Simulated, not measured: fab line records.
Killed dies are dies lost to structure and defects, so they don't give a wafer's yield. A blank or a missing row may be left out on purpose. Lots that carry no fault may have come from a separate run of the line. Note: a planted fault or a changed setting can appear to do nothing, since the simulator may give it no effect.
Chamber matching / flow gf180mcu / cmp-02 running GF_CONTACT_CMP_27: 4 sister chambers
The step polishes, stops on SiO2, t overpolish 15 s, target thk 0 nm. 14 wafers are shown with their chamber, then 7 later ones without.

WAFERS WITH THEIR CHAMBER
wafer=L417.1; chamber=0; motorCurrentA (A)=11.9; timeToEndpointS (s)=69; headPressurePsi (psi)=3.506
wafer=L417.2; chamber=2; motorCurrentA (A)=13.5; timeToEndpointS (s)=71; headPressurePsi (psi)=3.495
wafer=L417.6; chamber=1; motorCurrentA (A)=10.7; timeToEndpointS (s)=73; headPressurePsi (psi)=3.509
wafer=L421.2; chamber=2; motorCurrentA (A)=12.8; timeToEndpointS (s)=74; headPressurePsi (psi)=3.510
wafer=L421.3; chamber=1; motorCurrentA (A)=10.9; timeToEndpointS (s)=75; headPressurePsi (psi)=3.492
wafer=L421.5; chamber=0; motorCurrentA (A)=12.0; timeToEndpointS (s)=74; headPressurePsi (psi)=3.514
wafer=L429.3; chamber=3; motorCurrentA (A)=9.2; timeToEndpointS (s)=78; headPressurePsi (psi)=3.505
wafer=L429.5; chamber=1; motorCurrentA (A)=10.7; timeToEndpointS (s)=69; headPressurePsi (psi)=3.502
wafer=L429.6; chamber=0; motorCurrentA (A)=11.6; timeToEndpointS (s)=71; headPressurePsi (psi)=3.499
wafer=L432.2; chamber=0; motorCurrentA (A)=12.1; timeToEndpointS (s)=64; headPressurePsi (psi)=3.518
wafer=L432.4; chamber=3; motorCurrentA (A)=9.5; timeToEndpointS (s)=72; headPressurePsi (psi)=3.499
wafer=L432.5; chamber=2; motorCurrentA (A)=13.5; timeToEndpointS (s)=68; headPressurePsi (psi)=3.508
wafer=L435.1; chamber=2; motorCurrentA (A)=13.5; timeToEndpointS (s)=70; headPressurePsi (psi)=3.498
wafer=L435.3; chamber=0; motorCurrentA (A)=11.9; timeToEndpointS (s)=65; headPressurePsi (psi)=3.494

SIGNATURES (averages over the wafers above)
reading=motorCurrentA; chamber 0=11.900; chamber 1=10.767; chamber 2=13.325; chamber 3=9.350; scatter within a chamber=0.241
reading=timeToEndpointS; chamber 0=68.60; chamber 1=72.33; chamber 2=70.75; chamber 3=75.00; scatter within a chamber=3.53
reading=headPressurePsi; chamber 0=3.50620; chamber 1=3.50100; chamber 2=3.50275; chamber 3=3.50200; scatter within a chamber=0.00853
Rule: a wafer lies at a distance from a chamber equal to the root of the sum of squares, over the readings, of (its reading less the chamber's mean, divided by the reading's scatter). The wafer belongs to the nearest chamber; if the next one is less than 2 further off, it can't be placed. The scatter: take each reading less its chamber's mean, square it, sum over the shown wafers, divide by the number of wafers less the number of chambers, and take the root.

WAFERS WHOSE CHAMBER IS MISSING
wafer=L435.4; motorCurrentA (A)=10.2; timeToEndpointS (s)=72; headPressurePsi (psi)=3.503
wafer=L436.1; motorCurrentA (A)=12.2; timeToEndpointS (s)=68; headPressurePsi (psi)=3.503
wafer=L436.3; motorCurrentA (A)=10.7; timeToEndpointS (s)=73; headPressurePsi (psi)=3.498
wafer=L436.4; motorCurrentA (A)=10.3; timeToEndpointS (s)=74; headPressurePsi (psi)=3.498
wafer=L437.1; motorCurrentA (A)=9.9; timeToEndpointS (s)=76; headPressurePsi (psi)=3.508
wafer=L437.3; motorCurrentA (A)=13.3; timeToEndpointS (s)=72; headPressurePsi (psi)=3.502
wafer=L437.6; motorCurrentA (A)=10.8; timeToEndpointS (s)=73; headPressurePsi (psi)=3.505

WHICH CHAMBER EACH WENT THROUGH
wafer=L435.4; from the rows above=can't be placed: 1 or 3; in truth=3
wafer=L436.1; from the rows above=0; in truth=0
wafer=L436.3; from the rows above=1; in truth=1
wafer=L436.4; from the rows above=can't be placed: 1 or 3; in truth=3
wafer=L437.1; from the rows above=can't be placed: 3 or 1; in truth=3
wafer=L437.3; from the rows above=2; in truth=2
wafer=L437.6; from the rows above=1; in truth=1
Correctly placed: 4 of 7. From these rows, 3 cannot be placed; in 3 the true chamber is one of the candidates. 0 placed wrongly.
